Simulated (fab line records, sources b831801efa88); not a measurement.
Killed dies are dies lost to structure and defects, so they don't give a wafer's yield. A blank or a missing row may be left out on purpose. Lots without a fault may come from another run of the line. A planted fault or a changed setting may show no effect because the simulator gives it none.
Which tool did it? | flow sky130 | 11 lots, 33 wafers sampled, at 7 steps of a route of 708

WHAT THE GAUGES READ, wafer by wafer
SKY_RES_PROTECT_TW_MEAS_08.
lot  | measured     | on            | POLY_GATE_TW
L442 | day 14 18:14 | film_metro-04 | 4010 4006 3982
L445 | day 16 06:05 | film_metro-03 | 4059 4071 4064
L447 | day 16 22:23 | film_metro-03 | 4075 4044 4086
L449 | day 17 19:17 | film_metro-01 | 3996 3984 3971
L450 | day 18 02:11 | film_metro-03 | 4072 4054 4062
L452 | day 18 21:23 | film_metro-01 | 4015 4013 4013
L455 | day 19 23:29 | film_metro-04 | 3988 3991 4003
L458 | day 21 04:52 | film_metro-03 | 4044 4043 4054
L460 | day 21 15:34 | film_metro-03 | 4031 4060 4034
L461 | day 22 10:19 | film_metro-03 | 4086 4084 4087
L465 | day 23 11:08 | film_metro-04 | 4003 3988 3997

SKY_POLY_GATE_THK_MEAS_04.
lot  | measured     | on            | POLY_GATE_CVD_03_THK (nm)
L442 | day 14 20:55 | film_metro-03 | 74.8 74.7 74.2
L445 | day 16 08:06 | film_metro-01 | 76.9 76.0 76.0
L447 | day 17 00:50 | film_metro-02 | 75.3 75.7 75.6
L449 | day 17 21:26 | film_metro-03 | 75.2 74.9 74.7
L450 | day 18 03:39 | film_metro-02 | 75.4 75.5 75.5
L452 | day 19 00:29 | film_metro-01 | 75.2 74.2 74.4
L455 | day 20 00:56 | film_metro-01 | 75.6 75.1 75.2
L458 | day 21 06:20 | film_metro-01 | 75.3 75.3 75.7
L460 | day 21 17:02 | film_metro-01 | 74.9 74.9 75.2
L461 | day 22 11:47 | film_metro-03 | 74.8 74.0 74.6
L465 | day 23 13:31 | film_metro-01 | 74.8 74.9 75.4

SKY_LDD_HVN_OVL_MEAS_07.
lot  | measured     | on         | LDD_HVN_OVL (nm)
L442 | day 19 21:41 | overlay-01 | -0.5 -0.3 -1.4
L445 | day 21 13:53 | overlay-01 | -1.7 -3.3 -0.3
L447 | day 22 06:28 | overlay-02 | -3.0 -2.5 -1.3
L449 | day 23 03:05 | overlay-02 | -1.7 -1.7 -0.5
L450 | day 23 09:59 | overlay-01 | -0.2 0.7 0.1
L452 | day 24 04:49 | overlay-01 | 1.5 -0.7 0.6
L455 | day 25 05:01 | overlay-01 | -2.3 -0.7 -2.4
L458 | day 26 09:13 | overlay-01 | - - -
L460 | day 26 17:58 | overlay-01 | - - -
L461 | day 27 16:10 | overlay-02 | -0.4 -1.7 -2.7
L465 | day 28 13:14 | overlay-01 | -1.9 -3.1 -1.3

SKY_LDD_HVP_TW_MEAS_10.
lot  | measured     | on            | LDD_HVP_TW
L442 | day 21 04:56 | film_metro-04 | 449 446 448
L445 | day 22 20:53 | film_metro-03 | 465 463 463
L447 | day 23 13:01 | film_metro-03 | 463 464 464
L449 | day 24 09:29 | film_metro-04 | 451 452 451
L450 | day 24 15:39 | film_metro-01 | 453 453 451
L452 | day 25 10:58 | film_metro-03 | 467 462 463
L455 | day 26 11:19 | film_metro-04 | 451 452 453
L458 | day 27 14:22 | film_metro-03 | 1471 1461 1458
L460 | day 27 22:19 | film_metro-03 | 1464 1472 1471
L461 | day 28 21:16 | film_metro-04 | 452 451 451
L465 | day 29 18:23 | film_metro-03 | 459 460 459

SKY_LDD_LDN_TW_MEAS_13.
lot  | measured     | on            | LDD_LDN_TW
L442 | day 22 11:54 | film_metro-03 | 1499 1502 1508
L445 | day 24 02:58 | film_metro-03 | 1498 1498 1496
L447 | day 24 19:46 | film_metro-02 | 1461 1458 1455
L449 | day 25 16:25 | film_metro-02 | 1453 1453 1464
L450 | day 25 21:49 | film_metro-04 | 1462 1460 1454
L452 | day 26 16:28 | film_metro-02 | 1452 1451 1451
L455 | day 27 16:19 | film_metro-03 | 1495 1498 1500
L458 | day 28 18:56 | film_metro-04 | 1806 1799 1801
L460 | day 29 04:25 | film_metro-03 | 1833 1834 1841
L461 | day 30 02:25 | film_metro-03 | 1514 1495 1493
L465 | day 30 22:16 | film_metro-04 | 1459 1470 1468

WHICH TOOL RAN EACH LOT (tool, then ch and the chambers of the sampled wafers, then the start)
lot  | SKY_LDD_P_STRIP_10                   | SKY_LDD_HVN_COAT_02
L442 | plasma_asher-04 ch 0,1, day 18 15:02 | litho_track-03 ch 0, day 19 05:51
L445 | plasma_asher-01 ch 1, day 20 07:14   | litho_track-01 ch 0, day 20 22:25
L447 | plasma_asher-03 ch 0,1, day 20 23:44 | litho_track-01 ch 0, day 21 14:47
L449 | plasma_asher-04 ch 0,1, day 21 21:23 | litho_track-01 ch 0, day 22 12:40
L450 | plasma_asher-03 ch 0,1, day 22 03:56 | litho_track-03 ch 0, day 22 19:00
L452 | plasma_asher-01 ch 0,1, day 22 22:28 | litho_track-04 ch 0, day 23 13:40
L455 | plasma_asher-03 ch 0,1, day 23 23:26 | litho_track-03 ch 0, day 24 13:25
L458 | plasma_asher-04 ch 0,1, day 25 04:05 | litho_track-04, day 25 18:19
L460 | plasma_asher-01 ch 1, day 25 13:20   | litho_track-03, day 26 03:46
L461 | plasma_asher-01 ch 0, day 26 11:43   | litho_track-01 ch 0, day 27 01:41
L465 | plasma_asher-04 ch 0,1, day 27 08:53 | litho_track-01 ch 0, day 27 22:37
- SKY_LDD_P_STRIP_10: strips in O2/N2.
- SKY_LDD_HVN_COAT_02: resist thk 300 nm.

WHAT THE TOOLS THEMSELVES READ (means of the sampled wafers that have a number; where no wafer has one, the mark that the record gives instead)
SKY_LDD_P_STRIP_10.
lot  | tool            | drypump_motor_current_A (A) | oes_product_au (a.u.) | strip_time_to_endpoint_s (s)
L442 | plasma_asher-04 | 5.3                         | 0.716                 | 14.25
L445 | plasma_asher-01 | 6.3                         | 0.719                 | 14.15
L447 | plasma_asher-03 | 5.9                         | 0.719                 | 14.14
L449 | plasma_asher-04 | 5.5                         | 0.718                 | 14.19
L450 | plasma_asher-03 | 6.2                         | 0.712                 | 14.21
L452 | plasma_asher-01 | 6.0                         | 0.714                 | 14.17
L455 | plasma_asher-03 | 5.9                         | 0.717                 | 14.16
L458 | plasma_asher-04 | 5.3                         | 0.715                 | 14.18
L460 | plasma_asher-01 | 6.3                         | 0.714                 | 14.19
L461 | plasma_asher-01 | 5.3                         | 0.718                 | 14.13
L465 | plasma_asher-04 | 5.3                         | 0.717                 | 14.15

SKY_LDD_HVN_COAT_02.
lot  | tool           | chill_plate_temp_C (C) | dispense_pressure_kPa (kPa)
L442 | litho_track-03 | 23.06                  | 52
L445 | litho_track-01 | 23.05                  | 44
L447 | litho_track-01 | 22.90                  | 44
L449 | litho_track-01 | 22.99                  | 44
L450 | litho_track-03 | 23.07                  | 52
L452 | litho_track-04 | 22.98                  | 52
L455 | litho_track-03 | 22.95                  | 52
L458 | litho_track-04 | -                      | -
L460 | litho_track-03 | -                      | -
L461 | litho_track-01 | 22.96                  | 44
L465 | litho_track-01 | 22.93                  | 44

THE ANSWER, worked out from the rows above alone
Rule: what is usual is taken from the lots themselves. Put in order of their means at a reading, lots are off if they are a third of the lots or fewer, leave a main group of 4 or more, and stand apart from it by a gap of 3 or more times the standard deviation of the main group's means; of several such gaps the widest counts. A main group whose means are all the same, to the digits that the tables above print for the reading, isn't used. A lot without any number at a reading at which 4 lots or more have one is off too. The other lots that the step has rows for count as sound. The gauges are gone through in route order, then the tools' own readings, and for those a lot's mean is taken as printed above. The first step at which some lot is off is used, and at that step the reading that is off furthest; a lot without a number counts as furthest.
Off: L458, L460, at SKY_LDD_HVN_OVL_MEAS_07 (LDD_HVN_OVL). Without a number there: L458, L460. The main group: mean -1.2 nm, standard deviation 0.93.
A tool fits if, at a process step before that reading, it ran every lot that is off, and no sound lot after the first of them. The gauges at SKY_LDD_HVN_OVL_MEAS_07 aren't tried: what is off there is off at SKY_LDD_HVP_TW_MEAS_10 too, on other tools, and a gauge's error can't cause that. None of those tried fits.

WHAT THE SIMULATOR HAD PUT IN
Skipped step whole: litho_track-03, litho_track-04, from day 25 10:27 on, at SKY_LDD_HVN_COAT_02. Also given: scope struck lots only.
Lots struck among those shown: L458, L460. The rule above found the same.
